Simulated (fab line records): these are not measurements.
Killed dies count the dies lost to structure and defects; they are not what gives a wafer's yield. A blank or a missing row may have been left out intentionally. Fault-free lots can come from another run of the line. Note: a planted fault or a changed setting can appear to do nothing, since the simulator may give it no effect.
fab line records | flow sky130
record lots=12 | wafers=36 | last-day=50
route steps=708 shown CONTACT@406 METAL1@436 VIA1@459
lots untouched by any fault: they come from a run of this same line in which no faults occurred
start-h: hours from the record's first day to the start of the lot's first wafer shown | wait-h: time in hours since the lot's previous step | " repeats the value in the row above | L1.1+2: one row covering several wafers at once | - no value, or no start was given | * or withheld: withheld | < > ~ a bound
route shown NAME@n: NAME is a module with steps in the file, n the number in the route of the first one | usual: mean and standard deviation over wafers with no fault | same: alike in all rows | chamber/n: place in a boat | sites: per-site readings | _std_site: how widely they spread, as a standard deviation | _edge_site: outer sites' mean less inner sites' | radius-mm: for every site, how far away it sits from the centre of the wafer | mask NAME#n: copy n | behind: tool/chamber where the wafer was last shaped | hold: cause of the lot's hold/its duration in hours/its outcome | device: names the non-switching transistor (n, p or np) | end of line: the route-end tests of the same wafers | a step without rows: its recipe alone | killed: not the wafer's yield, but the dies lost to structure and defects at the first sort | map: shows each die of a wafer: x if killed, . if not, _ if none is there
set.NAME: setting as actually run; set.NAME@STEP: the setting as run at that earlier step | model.NAME: the simulator's own value behind a step, which no gauge read
one table for each step of the route and one row for each wafer, over a sample of lots
services: when a tool's chamber went out of use (start-h, in hours from the record's first day, below 0 if earlier), for how many hours, and the reason
## steps
# step SKY_CONTACT_CVD_00
# recipe material=Si3N4 | target-thk-nm=75 | temp-c=400 | time-s=withheld | rf-w=450
# usual heater-power-w=670/86
lot.wafer | tool     | chamber | start-h | wait-h | heater-power-w
L794.1    | pecvd-04 | 1       | 722.17  | 0.0    | 623
L794.3    | "        | 0       | "       | "      | 771
L794.6    | "        | 1       | "       | "      | 616
L795.1    | pecvd-04 | 1       | 730.01  | 0.0    | 653
L795.2    | "        | 2       | "       | "      | 599
L795.3    | "        | 0       | "       | "      | 842
L796.2    | pecvd-04 | 2       | 737.09  | 0.0    | 553
L796.3    | "        | 1       | "       | "      | 613
L796.4    | "        | 1       | "       | "      | 618
L798.1    | pecvd-04 | 1       | 756.30  | 0.0    | 604
L798.2    | "        | 0       | "       | "      | 816
L798.3    | "        | 2       | "       | "      | 597
L802.1    | pecvd-03 | 0       | 805.16  | 0.0    | 762
L802.2    | "        | 2       | "       | "      | 539
L802.4    | "        | 0       | "       | "      | 741
L808.3    | pecvd-03 | 2       | 833.36  | 0.0    | 524
L808.5    | "        | 1       | "       | "      | 664
L808.6    | "        | 2       | "       | "      | 533
L809.2    | pecvd-04 | 0       | 838.58  | 0.0    | 779
L809.3    | "        | 2       | "       | "      | 610
L809.5    | "        | 2       | "       | "      | 607
L811.2    | pecvd-03 | 0       | 850.36  | 0.0    | 824
L811.3    | "        | 2       | "       | "      | 638
L811.4    | "        | 0       | "       | "      | 670
L812.3    | pecvd-04 | 0       | 866.14  | 0.0    | 855
L812.4    | "        | 1       | "       | "      | 641
L812.5    | "        | 1       | "       | "      | 630
L814.1    | pecvd-03 | 1       | 873.43  | 0.0    | 627
L814.2    | "        | 2       | "       | "      | 601
L814.4    | "        | 2       | "       | "      | 611
L815.1    | pecvd-04 | 2       | 879.75  | 0.0    | 606
L815.2    | "        | 1       | "       | "      | 675
L815.5    | "        | 2       | "       | "      | 601
L816.2    | pecvd-01 | 2       | 884.36  | 0.0    | 728
L816.3    | "        | 0       | "       | "      | 595
L816.5    | "        | 1       | "       | "      | 609
# step SKY_CONTACT_THK_MEAS_01
# recipe reads=Si3N4_of_CONTACT_CVD_00
# usual CONTACT_CVD_00_THK=75.2/1
lot.wafer | tool          | chamber | start-h | wait-h | CONTACT_CVD_00_THK[nm]
L794.1    | film-metro-02 | -       | 722.21  | -      | 75.2
L794.3    | "             | -       | "       | "      | 73.6
L794.6    | "             | -       | "       | "      | 76.2
L795.1    | film-metro-01 | -       | 730.04  | -      | 74.2
L795.2    | "             | -       | "       | "      | 74.3
L795.3    | "             | -       | "       | "      | 73.8
L796.2    | film-metro-01 | -       | 737.13  | -      | 84.2
L796.3    | "             | -       | "       | "      | 74.2
L796.4    | "             | -       | "       | "      | 75.7
L798.1    | film-metro-03 | -       | 756.34  | -      | 74.9
L798.2    | "             | -       | "       | "      | 74.2
L798.3    | "             | -       | "       | "      | 83.5
L802.1    | film-metro-02 | -       | 805.19  | -      | 74.9
L802.2    | "             | -       | "       | "      | 74.6
L802.4    | "             | -       | "       | "      | 76.3
L808.3    | film-metro-03 | -       | 833.41  | -      | 76.0
L808.5    | "             | -       | "       | "      | 76.9
L808.6    | "             | -       | "       | "      | 77.7
L809.2    | film-metro-01 | -       | 838.64  | -      | 72.7
L809.3    | "             | -       | "       | "      | 75.6
L809.5    | "             | -       | "       | "      | 75.3
L811.2    | film-metro-02 | -       | 850.40  | -      | 74.2
L811.3    | "             | -       | "       | "      | 76.0
L811.4    | "             | -       | "       | "      | 75.7
L812.3    | film-metro-02 | -       | 866.19  | -      | 75.8
L812.4    | "             | -       | "       | "      | 75.7
L812.5    | "             | -       | "       | "      | 76.3
L814.1    | film-metro-03 | -       | 873.46  | -      | 74.7
L814.2    | "             | -       | "       | "      | 74.7
L814.4    | "             | -       | "       | "      | 75.4
L815.1    | film-metro-03 | -       | 879.78  | -      | 73.9
L815.2    | "             | -       | "       | "      | 73.4
L815.5    | "             | -       | "       | "      | 75.6
L816.2    | film-metro-01 | -       | 884.40  | -      | 74.6
L816.3    | "             | -       | "       | "      | 75.0
L816.5    | "             | -       | "       | "      | 76.7
# step SKY_CONTACT_ETCH_18
# recipe target=Si3N4 | chemistry=CHF3/O2 | stop-on=TiN | source-w=600 | bias-w=200 | pressure-mtorr=40 | chf3-flow-sccm=50 | O2_flow_sccm=5 | time-s=39 | target-depth-a=750
# usual drypump-motor-current-A=5.9/0.58 | oes-product-au=0.856/0.0078 | throttle-valve-pct=8.794/0.01
lot.wafer | tool        | chamber | start-h | wait-h | drypump-motor-current-A | oes-product-au | rf-hours-counter-h | throttle-valve-pct
L794.1    | rie-diel-01 | 3       | -       | -      | 5.9                     | 0.850          | 8                  | 8.791
L794.3    | "           | 1       | "       | "      | 5.8                     | 0.856          | 20                 | 8.790
L794.6    | "           | 1       | "       | "      | 5.8                     | 0.859          | -                  | 8.798
L795.1    | rie-diel-01 | 0       | -       | -      | 6.7                     | 0.847          | 0                  | 8.798
L795.2    | "           | 1       | "       | "      | 5.8                     | 0.842          | 20                 | 8.793
L795.3    | "           | 2       | "       | "      | 6.3                     | 0.844          | 12                 | 8.791
L796.2    | rie-diel-02 | 0       | -       | -      | 5.0                     | 0.917          | 9                  | 8.798
L796.3    | "           | 1       | "       | "      | 4.9                     | 0.847          | 3                  | 8.799
L796.4    | "           | 1       | "       | "      | 4.9                     | 0.867          | -                  | 8.782
L798.1    | rie-diel-03 | 3       | -       | -      | 6.1                     | 0.855          | 6                  | 8.794
L798.2    | "           | 0       | "       | "      | 5.6                     | 0.849          | 22                 | 8.797
L798.3    | "           | 1       | "       | "      | 6.8                     | 0.905          | 22                 | 8.815
L802.1    | rie-diel-01 | 2       | -       | -      | 6.4                     | 0.852          | 14                 | 8.803
L802.2    | "           | 0       | "       | "      | 6.7                     | 0.860          | 3                  | 8.789
L802.4    | "           | 1       | "       | "      | 5.7                     | 0.871          | 22                 | 8.800
L808.3    | rie-diel-02 | 2       | -       | -      | 6.2                     | 0.863          | 2                  | 8.790
L808.5    | "           | 1       | "       | "      | 4.9                     | 0.863          | -                  | 8.767
L808.6    | "           | 2       | "       | "      | 6.2                     | 0.867          | -                  | 8.815
L809.2    | rie-diel-01 | 2       | -       | -      | 6.4                     | 0.848          | 15                 | 8.784
L809.3    | "           | 0       | "       | "      | 6.6                     | 0.867          | 4                  | 8.783
L809.5    | "           | 1       | "       | "      | 5.8                     | 0.863          | -                  | 8.790
L811.2    | rie-diel-03 | 1       | -       | -      | 6.8                     | 0.849          | 25                 | 8.800
L811.3    | "           | 0       | "       | "      | 5.6                     | 0.863          | 25                 | 8.800
L811.4    | "           | 2       | "       | "      | 5.9                     | 0.861          | 5                  | 8.782
L812.3    | rie-diel-03 | 2       | -       | -      | 5.9                     | 0.856          | 5                  | 8.800
L812.4    | "           | 1       | "       | "      | 6.8                     | 0.854          | 26                 | 8.796
L812.5    | "           | 1       | "       | "      | 6.8                     | 0.854          | -                  | 8.791
L814.1    | rie-diel-03 | 2       | -       | -      | 5.9                     | 0.856          | 6                  | 8.799
L814.2    | "           | 1       | "       | "      | 6.8                     | 0.859          | 26                 | 8.787
L814.4    | "           | 3       | "       | "      | 6.1                     | 0.858          | 10                 | 8.781
L815.1    | rie-diel-02 | 3       | -       | -      | 5.5                     | 0.847          | 18                 | 8.797
L815.2    | "           | 0       | "       | "      | 5.0                     | 0.838          | 14                 | 8.786
L815.5    | "           | 1       | "       | "      | 4.9                     | 0.852          | -                  | 8.798
L816.2    | rie-diel-01 | 3       | -       | -      | 5.9                     | 0.855          | 13                 | 8.766
L816.3    | "           | 1       | "       | "      | 5.8                     | 0.859          | 25                 | 8.808
L816.5    | "           | 3       | "       | "      | 6.0                     | 0.865          | -                  | 8.810
# step SKY_CONTACT_SPUTTER_23
# recipe material=TiN | target-thk-nm=20 | chamber-pressure-pa=5 | power-w=4000 | time-s=80
# usual throttle-valve-pct=30.2/0.79
lot.wafer | tool           | chamber | start-h | wait-h | throttle-valve-pct
L794.1    | pvd-sputter-02 | -       | 751.37  | 0.0    | 30.4
L794.3    | "              | -       | "       | "      | 29.5
L794.6    | "              | -       | "       | "      | 29.4
L795.1    | pvd-sputter-01 | -       | 757.79  | 0.0    | 29.6
L795.2    | "              | -       | "       | "      | 31.0
L795.3    | "              | -       | "       | "      | 30.3
L796.2    | pvd-sputter-02 | -       | 765.65  | 0.0    | 31.6
L796.3    | "              | -       | "       | "      | 29.9
L796.4    | "              | -       | "       | "      | 29.4
L798.1    | pvd-sputter-03 | -       | 783.72  | 0.0    | 30.3
L798.2    | "              | -       | "       | "      | 29.0
L798.3    | "              | -       | "       | "      | 30.6
L802.1    | pvd-sputter-02 | -       | 833.05  | 0.0    | 29.5
L802.2    | "              | -       | "       | "      | 31.8
L802.4    | "              | -       | "       | "      | 29.6
L808.3    | pvd-sputter-03 | -       | 861.16  | 0.0    | 30.8
L808.5    | "              | -       | "       | "      | 30.7
L808.6    | "              | -       | "       | "      | 30.8
L809.2    | pvd-sputter-01 | -       | 866.33  | 0.0    | 30.1
L809.3    | "              | -       | "       | "      | 29.3
L809.5    | "              | -       | "       | "      | 30.2
L811.2    | pvd-sputter-03 | -       | 878.63  | 0.0    | 29.4
L811.3    | "              | -       | "       | "      | 30.4
L811.4    | "              | -       | "       | "      | 30.5
L812.3    | pvd-sputter-02 | -       | 893.44  | 0.0    | 29.6
L812.4    | "              | -       | "       | "      | 31.7
L812.5    | "              | -       | "       | "      | 30.4
L814.1    | pvd-sputter-03 | -       | 900.81  | 0.0    | 30.5
L814.2    | "              | -       | "       | "      | 29.3
L814.4    | "              | -       | "       | "      | 30.7
L815.1    | pvd-sputter-01 | -       | 906.96  | 0.0    | 31.2
L815.2    | "              | -       | "       | "      | 29.6
L815.5    | "              | -       | "       | "      | 29.6
L816.2    | pvd-sputter-02 | -       | 911.76  | 0.0    | 30.6
L816.3    | "              | -       | "       | "      | 29.3
L816.5    | "              | -       | "       | "      | 29.5
# step SKY_METAL1_SPUTTER_02
# recipe material=AlCu | target-thk-nm=250 | power-w=10600 | time-s=13.3 | chamber-pressure-pa=0.4
# usual throttle-valve-pct=30.1/0.74
lot.wafer | tool           | chamber | start-h | wait-h | throttle-valve-pct
L794.1    | pvd-sputter-04 | -       | 752.07  | 0.0    | 30.5
L794.3    | "              | -       | "       | "      | 28.7
L794.6    | "              | -       | "       | "      | 31.0
L795.1    | pvd-sputter-01 | -       | 758.49  | 0.0    | 29.7
L795.2    | "              | -       | "       | "      | 31.1
L795.3    | "              | -       | "       | "      | 30.0
L796.2    | pvd-sputter-04 | -       | 766.35  | 0.0    | 28.7
L796.3    | "              | -       | "       | "      | 31.2
L796.4    | "              | -       | "       | "      | 30.3
L798.1    | pvd-sputter-01 | -       | 784.42  | 0.0    | 29.4
L798.2    | "              | -       | "       | "      | 29.9
L798.3    | "              | -       | "       | "      | 30.1
L802.1    | pvd-sputter-03 | -       | 833.75  | 0.0    | 30.7
L802.2    | "              | -       | "       | "      | 29.0
L802.4    | "              | -       | "       | "      | 30.7
L808.3    | pvd-sputter-04 | -       | 861.86  | 0.0    | 28.9
L808.5    | "              | -       | "       | "      | 28.8
L808.6    | "              | -       | "       | "      | 31.2
L809.2    | pvd-sputter-04 | -       | 867.14  | 0.0    | 30.4
L809.3    | "              | -       | "       | "      | 31.1
L809.5    | "              | -       | "       | "      | 29.0
L811.2    | pvd-sputter-03 | -       | 879.33  | 0.0    | 30.0
L811.3    | "              | -       | "       | "      | 30.9
L811.4    | "              | -       | "       | "      | 30.6
L812.3    | pvd-sputter-04 | -       | 894.14  | 0.0    | 31.0
L812.4    | "              | -       | "       | "      | 29.0
L812.5    | "              | -       | "       | "      | 28.9
L814.1    | pvd-sputter-03 | -       | 901.63  | 0.0    | 30.5
L814.2    | "              | -       | "       | "      | 30.8
L814.4    | "              | -       | "       | "      | 29.0
L815.1    | pvd-sputter-03 | -       | 907.69  | 0.0    | 30.2
L815.2    | "              | -       | "       | "      | 30.9
L815.5    | "              | -       | "       | "      | 29.1
L816.2    | pvd-sputter-04 | -       | 912.46  | 0.0    | 28.9
L816.3    | "              | -       | "       | "      | 31.3
L816.5    | "              | -       | "       | "      | 30.9
# step SKY_VIA1_THK_MEAS_01
# recipe reads=SiO2_of_VIA1_HDPCVD_00
# usual VIA1_HDPCVD_THK=1023/10
lot.wafer | tool          | chamber | start-h | wait-h | VIA1_HDPCVD_THK[nm]
L794.1    | film-metro-02 | -       | 780.58  | 0.1    | 1028
L794.3    | "             | -       | "       | "      | 1015
L794.6    | "             | -       | "       | "      | 1017
L795.1    | film-metro-01 | -       | 786.69  | 0.1    | 1032
L795.2    | "             | -       | "       | "      | 1027
L795.3    | "             | -       | "       | "      | 1037
L796.2    | film-metro-04 | -       | 794.22  | 0.1    | 1019
L796.3    | "             | -       | "       | "      | 1032
L796.4    | "             | -       | "       | "      | 1022
L798.1    | film-metro-01 | -       | 811.43  | 0.1    | 1031
L798.2    | "             | -       | "       | "      | 1022
L798.3    | "             | -       | "       | "      | 1015
L802.1    | film-metro-01 | -       | 861.75  | 0.1    | 1032
L802.2    | "             | -       | "       | "      | 1029
L802.4    | "             | -       | "       | "      | 1033
L808.3    | film-metro-04 | -       | 889.76  | 0.1    | 1018
L808.5    | "             | -       | "       | "      | 1011
L808.6    | "             | -       | "       | "      | 1032
L809.2    | film-metro-04 | -       | 894.51  | 0.1    | 1020
L809.3    | "             | -       | "       | "      | 1022
L809.5    | "             | -       | "       | "      | 1026
L811.2    | film-metro-04 | -       | 906.79  | 0.1    | 1032
L811.3    | "             | -       | "       | "      | 1028
L811.4    | "             | -       | "       | "      | 1024
L812.3    | film-metro-01 | -       | 920.89  | 0.1    | 1024
L812.4    | "             | -       | "       | "      | 1035
L812.5    | "             | -       | "       | "      | 1018
L814.1    | film-metro-02 | -       | 928.06  | 0.1    | 1006
L814.2    | "             | -       | "       | "      | 1025
L814.4    | "             | -       | "       | "      | 1011
L815.1    | film-metro-01 | -       | 934.49  | 0.1    | 1027
L815.2    | "             | -       | "       | "      | 1032
L815.5    | "             | -       | "       | "      | 1015
L816.2    | film-metro-04 | -       | 938.36  | 0.1    | 1036
L816.3    | "             | -       | "       | "      | 1029
L816.5    | "             | -       | "       | "      | 1060
## services
tool           | chamber | start-h | hours | kind
rie-diel-02    | -       | 702.13  | 0.7   | repair
pecvd-03       | 0       | 705.32  | 2.8   | repair
pecvd-01       | 1       | 706.89  | 2.4   | repair
pecvd-03       | -       | 707.56  | 0.7   | repair
rie-diel-02    | 1       | 709.85  | 4.5   | repair
pvd-sputter-03 | -       | 732.54  | 11.1  | repair
rie-diel-03    | 2       | 737.54  | 2.6   | repair
rie-diel-03    | 1       | 738.64  | 13.3  | repair
rie-diel-01    | 3       | 755.92  | 11.7  | repair
rie-diel-03    | 0       | 760.18  | 2.3   | repair
pvd-sputter-04 | -       | 767.78  | 13.7  | repair
rie-diel-02    | 0       | 770.72  | 1.8   | repair
rie-diel-01    | 2       | 771.81  | 16.7  | repair
pecvd-04       | -       | 805.22  | 0.5   | repair
rie-diel-02    | 0       | 820.93  | 12.0  | repair
pecvd-04       | 1       | 858.01  | 7.6   | repair
rie-diel-01    | 1       | 870.50  | 6.3   | repair
pvd-sputter-01 | -       | 871.05  | 5.2   | repair
pvd-sputter-02 | -       | 884.12  | 2.7   | repair
rie-diel-01    | 1       | 893.08  | 2.8   | repair
pecvd-04       | 0       | 904.06  | 6.7   | repair
rie-diel-03    | 1       | 904.82  | 6.8   | repair
pecvd-04       | 2       | 904.84  | 7.9   | repair
pvd-sputter-02 | -       | 905.39  | 1.8   | repair
## key
first-sign step=SKY_CONTACT_THK_MEAS_01 | reading=CONTACT_CVD_00_THK | direction=up | sigmas=8.6 | usual=75.2 | struck=83.8
effect step=SKY_CONTACT_ETCH_18 | reading=oes-product-au | direction=up | sigmas=7 | usual=0.856 | struck=0.911
met-at SKY_CONTACT_CVD_00
struck-lots L796,L798
struck-wafers L796.2,L798.3
tester-left-out L796,L798
not-acting-at SKY_CONTACT_SPUTTER_23,SKY_METAL1_SPUTTER_02,SKY_VIA1_THK_MEAS_01
onset-between 730.01 737.09
fault kind=process-parameter-drift | tool=pecvd-04 | chamber=2 | onset-h=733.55 | steps=SKY_CONTACT_CVD_00 | channel=time-s | offset=withheld | shape=step | end-h=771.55 | acts-in=*
# tester-left-out: of these lots the tester's yield and bins aren't shown, on N5 and GAA mostly nor the transistor test; their killed dies are dies lost to structure and defects alone, not to doping, threshold or leakage, so they don't give the yield
